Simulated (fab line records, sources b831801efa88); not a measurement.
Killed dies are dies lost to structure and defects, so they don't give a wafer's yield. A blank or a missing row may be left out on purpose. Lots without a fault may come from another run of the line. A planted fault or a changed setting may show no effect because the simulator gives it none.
Chamber matching | flow gf180mcu | GF_V1_ETCH_16 on rie_diel-03: 4 sister chambers
The step etches BARC in N2/H2. 4 wafers are shown with their chamber, then 8 later ones without.

WAFERS WITH THEIR CHAMBER
wafer  | chamber | drypump_motor_current_A (A)
L083.4 | 2       | 5.6
L083.5 | 1       | 5.4
L083.6 | 0       | 6.1
L086.1 | 3       | 5.3

WAFERS WITHOUT THEIR CHAMBER
wafer  | drypump_motor_current_A (A)
L086.4 | 6.1
L086.5 | 6.0
L091.4 | 6.0
L091.5 | 5.3
L091.6 | 5.7
L093.3 | 5.6
L093.4 | 6.0
L093.6 | 5.7

WHICH CHAMBER EACH WENT THROUGH
wafer  | from the rows above     | in truth
L086.4 | 0                       | 0
L086.5 | 0                       | 0
L091.4 | 0                       | 0
L091.5 | can't be placed: 3 or 1 | 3
L091.6 | 2                       | 2
L093.3 | 2                       | 2
L093.4 | 0                       | 0
L093.6 | 2                       | 2
Placed correctly: 7 of 8. Can't be placed from these rows: 1 (the true chamber is among the candidates in 1). Placed wrongly: 0.
How it was worked out, from the rows above alone: a wafer's distance from a chamber is the root of the sum, over the readings, of the square of ((its reading less the chamber's mean) divided by the reading's scatter). The wafer belongs to the nearest chamber; if the next one is less than 2 further off, it can't be placed. A chamber's mean is the mean of its shown wafers. The scatter: with one shown wafer a chamber, the root of the mean of the squares of how far each hidden wafer lies from its nearest shown one.
